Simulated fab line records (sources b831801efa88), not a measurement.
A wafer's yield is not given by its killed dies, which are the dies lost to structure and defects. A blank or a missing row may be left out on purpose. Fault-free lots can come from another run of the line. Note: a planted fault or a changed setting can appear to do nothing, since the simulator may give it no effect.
Split-lot experiment	flow sky130	route with 708 steps; 5 lots, 27 wafers read

THE SPLIT ITSELF
At SKY_LI_CONTACT_HDPCVD_00 (deposits PSG, target thk 930 nm, time 155 s), the setting timeS was moved away from the recipe's 155 s on 9 of the 27 wafers read, by -53.3% to +50.8%. This setting was run at the recipe's value on the other wafers.

There is no step in the file separating the split from the reading.

THE READING
Values of LI_CONTACT_HDPCVD_THK in nm from SKY_LI_CONTACT_THK_MEAS_01. On this fab line, fault-free wafers typically give 929 nm with a standard deviation of 9.7 nm.

wafer	tool, chamber at the split	timeS as run, s	against the recipe	LI_CONTACT_HDPCVD_THK, nm	against lot-mates on the recipe
L078.4	hdpcvd-02, 1	155	recipe	914	-
L078.5	hdpcvd-02, 2	155	recipe	924	-
L078.6	hdpcvd-02, 0	155	recipe	925	-
L079.1	hdpcvd-02, 1,2	155	recipe	916	-
L079.2	hdpcvd-02, 1,2	155	recipe	916	-
L079.3	hdpcvd-02, 0	155	recipe	930	-
L079.4	hdpcvd-02, 2	155	recipe	928	-
L079.5	hdpcvd-02, 1	155	recipe	921	-
L079.6	hdpcvd-02, 0	155	recipe	916	-
L082.1	hdpcvd-02, 0	155	recipe	930	-
L082.2	hdpcvd-02, 2	93.75	-39.5%	554	-371
L082.3	hdpcvd-02, 1	93.75	-39.5%	551	-374
L082.4	hdpcvd-02, 1	93.75	-39.5%	544	-381
L082.5	hdpcvd-02, 0	155	recipe	925	-
L082.6	hdpcvd-02, 2	155	recipe	919	-
L083.1	hdpcvd-02, 0	155	recipe	933	-
L083.2	hdpcvd-02, 1	72.45	-53.3%	434	-492
L083.3	hdpcvd-02, 2	155	recipe	920	-
L083.4	hdpcvd-02, 0	72.45	-53.3%	418	-508
L083.5	hdpcvd-02, 1	72.45	-53.3%	424	-502
L083.6	hdpcvd-02, 2	155	recipe	925	-
L081.1	hdpcvd-01, 1	155	recipe	928	-
L081.2	hdpcvd-01, 0	233.8	+50.8%	1418	+489
L081.3	hdpcvd-01, 2	155	recipe	924	-
L081.4	hdpcvd-01, 2	233.8	+50.8%	1397	+468
L081.5	hdpcvd-01, 0	233.8	+50.8%	1408	+479
L081.6	hdpcvd-01, 1	155	recipe	934	-
If several chambers appear in one row, that row covers several wafers at once and the file leaves open which wafer was in which chamber.

FIT RESULTS
A straight line over all 27 wafers: LI_CONTACT_HDPCVD_THK changes by +9.45 nm for each +1% of timeS; r = +1.00; the points scatter about the line by 6.7 nm.
The same after taking each lot's own level away (the mean of its wafers on the recipe; 27 wafers): +9.43 nm for each +1%; r = +1.00; scatter 6 nm.
According to that fit, moving timeS by its largest amount changes the reading by 5e+02 nm.
From 921.0 to 928.7 nm: that is the span of the lots' own levels, equal to 0.8 times the standard deviation above.
Hence the lot-to-lot level has little effect on the slope; both slopes agree.
Check: with one of the wafers moved furthest among these (-53.3%) left out of the fit, the line predicts -504 nm for it against its lot-mates. It came out at -492 nm against them.

THE WHOLE CHAIN: every reading that the file lists as answering this split, in the file's order
step	what it does	reading	change (the file's fit)	r (the file's)
SKY_LI_CONTACT_HDPCVD_00	deposits PSG, target thk 930 nm, time 155 s	PSG_of_LI_CONTACT_HDPCVD_00.thkNm (the simulator's own value, which no gauge read)	+9.43 nm for each +1% of the setting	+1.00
SKY_LI_CONTACT_THK_MEAS_01		LI_CONTACT_HDPCVD_THK	+9.43 for each +1% of the setting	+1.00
SKY_LI_CONTACT_CMP_02	polishes PSG	timeToEndpointS	withheld for each +1% of the setting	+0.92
SKY_LI_CONTACT_CMP_02	polishes PSG	PSG_of_LI_CONTACT_HDPCVD_00.thkNm (the simulator's own value, which no gauge read)	not straight: 425.3 at the lowest setting, 597.4 at the recipe, 598.2 at the highest	not given
SKY_LI_CONTACT_ETCH_15	etches PSG in C4F8/O2/Ar, stops on Si, target depth 600 nm	oesProductAu	not straight: 0.698 at the lowest setting, 0.836 at the recipe, 0.839 at the highest	not given
SKY_LI_CONTACT_ETCH_15	etches PSG in C4F8/O2/Ar, stops on Si, target depth 600 nm	LI_CONTACT.featureDepthNm (the simulator's own value, which no gauge read)	not straight: 425.3 at the lowest setting, 597.4 at the recipe, 598.2 at the highest	not given
SKY_LI_CONTACT_ETCH_15	etches PSG in C4F8/O2/Ar, stops on Si, target depth 600 nm	etch.depthNm (the simulator's own value, which no gauge read)	not straight: 425.3 at the lowest setting, 597.4 at the recipe, 598.2 at the highest	not given

THE FILE'S OWN FIT
LI_CONTACT_HDPCVD_THK changes by +9.43 nm for each +1% of timeS, r = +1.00.
